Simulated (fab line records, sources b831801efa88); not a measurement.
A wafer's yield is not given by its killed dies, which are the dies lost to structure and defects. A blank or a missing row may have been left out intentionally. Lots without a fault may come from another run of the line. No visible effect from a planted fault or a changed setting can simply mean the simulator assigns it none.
8D (eight disciplines) problem report, filled in by code -- flow gf180mcu -- the parts of the form that need people (team, actions taken, sign-off) are left out

1. THE PROBLEM
Across 2 wafers from 2 lots, STI_CVD_23_THK at GF_STI_THK_MEAS_24 averages 584 nm, while fault-free wafers read 649 nm with a standard deviation of 5.9. Measured from the usual mean, that is -11 standard deviations.
The first sign was on wafer L453.2 at day 6 05:07, on film metro-03. At this step, 39 wafers from 13 lots have a number in the record. By rule, "out" or "out of limits" means more than 4 standard deviations away from the usual mean. Any other wafer with a number is counted as sound.

2. WHAT THIS IS AND IS NOT
question,is,is not
which readings at this step,STI_CVD_23_THK,-
which lots,"L453, L455","L434, L435, L437, L438, L439, L441, L443, L444, L445, L448, L456"
which wafers of those lots,"L453.2, L455.2","L453.3, L453.4, L455.3, L455.6"
read on which gauges,"film metro-03, film metro-04",film metro-02
when,from day 6 05:07,"up to then (32 sound wafers); but 5 sound wafers of L455, L456 came after"

3. WHAT RULES OUT EACH SUSPECT
Counting: if a tool at a process step up to the reading ran every lot that is out, it stays a suspect. Sound lots after the first of them don't rule it out here, since some wafers of a struck lot are sound.
- ruled out: the gauge at GF_STI_THK_MEAS_24. Those wafers that are out were read across 2 gauges (film metro-03, film metro-04).
- hdpcvd-01 at GF_STI_CVD_23 (deposits SiO2, target thk 650 nm, time 108.3 s): kept. It ran every lot that is out, first L453 (day 6 05:02); its last sound lot up to then is L443 (day 4 01:40).
The count leaves hdpcvd-01 at GF_STI_CVD_23.

4. THE CAUSE (what the simulator had put in)
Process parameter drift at GF_STI_CVD_23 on hdpcvd-01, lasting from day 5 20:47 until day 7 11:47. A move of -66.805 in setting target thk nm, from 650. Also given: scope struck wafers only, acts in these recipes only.
Only this tool survived the counting.

5. SEQUENCE OF EFFECTS, ordered by route
Each row: a reading whose mean over the struck wafers that have a number lies more than 3 standard deviations from the usual. Readings are gone through only where the record gives a usual standard deviation; hours: the median, over the lots, of the time from a lot's start at the first step in this table giving one to that lot's start at this step; sigmas: the change measured in usual standard deviations.
hours,step,reading,usual,on struck wafers,change,sigmas
0,GF_STI_THK_MEAS_24,STI_CVD_23_THK,649 nm,584,-66,-11
At these later measuring or inspecting steps, every struck wafer for which the step has a row has a number for every such reading, and none has moved that far: GF_LVPWELL_TW_MEAS_11.

6. WHAT WOULD HAVE CAUGHT IT SOONER
8 hours passed between the start of the fault at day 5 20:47 and the first reading out of limits at a measuring or inspecting step in this record, taken at day 6 05:07.
Among the 2 lots that are out, L455 began GF_STI_CVD_23 on hdpcvd-01 after day 6 05:07. A tool hold placed at that time would have kept it from harm.
